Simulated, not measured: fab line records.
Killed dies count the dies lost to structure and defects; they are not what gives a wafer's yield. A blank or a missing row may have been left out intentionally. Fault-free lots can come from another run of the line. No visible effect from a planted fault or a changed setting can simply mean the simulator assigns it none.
One fault through the eyes of 2 desks + flow gf180mcu + each desk has only its own numbers; what lay behind them comes last

== METROLOGY DESK ==
What the gauges read for every lot (on any tool): the sampled wafers with a number, averaged. Any lot whose mean is over 4 standard deviations away from the usual mean is out of limits and marked OUT; that distance is given in the brackets.
Columns: A = TOP_METAL_ALCU_THK at GF_TOP_METAL_THK_MEAS_06, usual 904 nm
| lot  | first seen here | A   |
|------|-----------------|-----|
| L363 | day 26 21:36    | 890 |
| L364 | day 27 02:50    | 914 |
| L365 | day 27 10:13    | 906 |
| L369 | day 29 00:32    | 904 |
| L370 | day 29 03:55    | 888 |
| L372 | day 30 06:11    | 894 |
| L373 | day 30 11:14    | 885 |
| L377 | day 31 14:57    | 898 |
| L379 | day 32 03:53    | 902 |
| L381 | day 32 16:02    | 907 |
| L380 | day 32 18:28    | 909 |
| L383 | day 33 04:21    | 902 |
| L385 | day 33 07:57    | 901 |
| L384 | day 33 11:19    | 894 |
This desk found nothing out of limits on any of the 14 lots.

== THE TOOL OWNER'S DESK: hdpcvd-01 ==
The tool's own readings at GF_CONTACT_CVD_00 (deposits SiO2, target thk 300 nm, time 50 s): means of the sampled wafers that have a number, for each lot that ran on this tool. Any lot whose mean is over 4 standard deviations away from the usual mean is out of limits and marked OUT; that distance is given in the brackets.
Columns: A = pressureMtorr at GF_CONTACT_CVD_00, usual 6.000 mTorr
| lot  | first seen here | A     |
|------|-----------------|-------|
| L363 | day 14 20:28    | 5.996 |
| L364 | day 15 00:29    | 6.005 |
| L369 | day 17 01:02    | 6.007 |
| L372 | day 18 17:04    | 6.007 |
| L373 | day 18 22:32    | 5.999 |
| L383 | day 22 15:08    | 5.996 |
| L385 | day 22 22:14    | 5.996 |
| L384 | day 23 01:25    | 5.989 |
This desk found nothing out of limits on any of the 8 lots.

== PUT TOGETHER ==
At the metrology desk, nothing out of limits was observed.
Nothing out of limits was seen by the tool owner's desk.

== WHAT THE SIMULATOR HAD INSERTED ==
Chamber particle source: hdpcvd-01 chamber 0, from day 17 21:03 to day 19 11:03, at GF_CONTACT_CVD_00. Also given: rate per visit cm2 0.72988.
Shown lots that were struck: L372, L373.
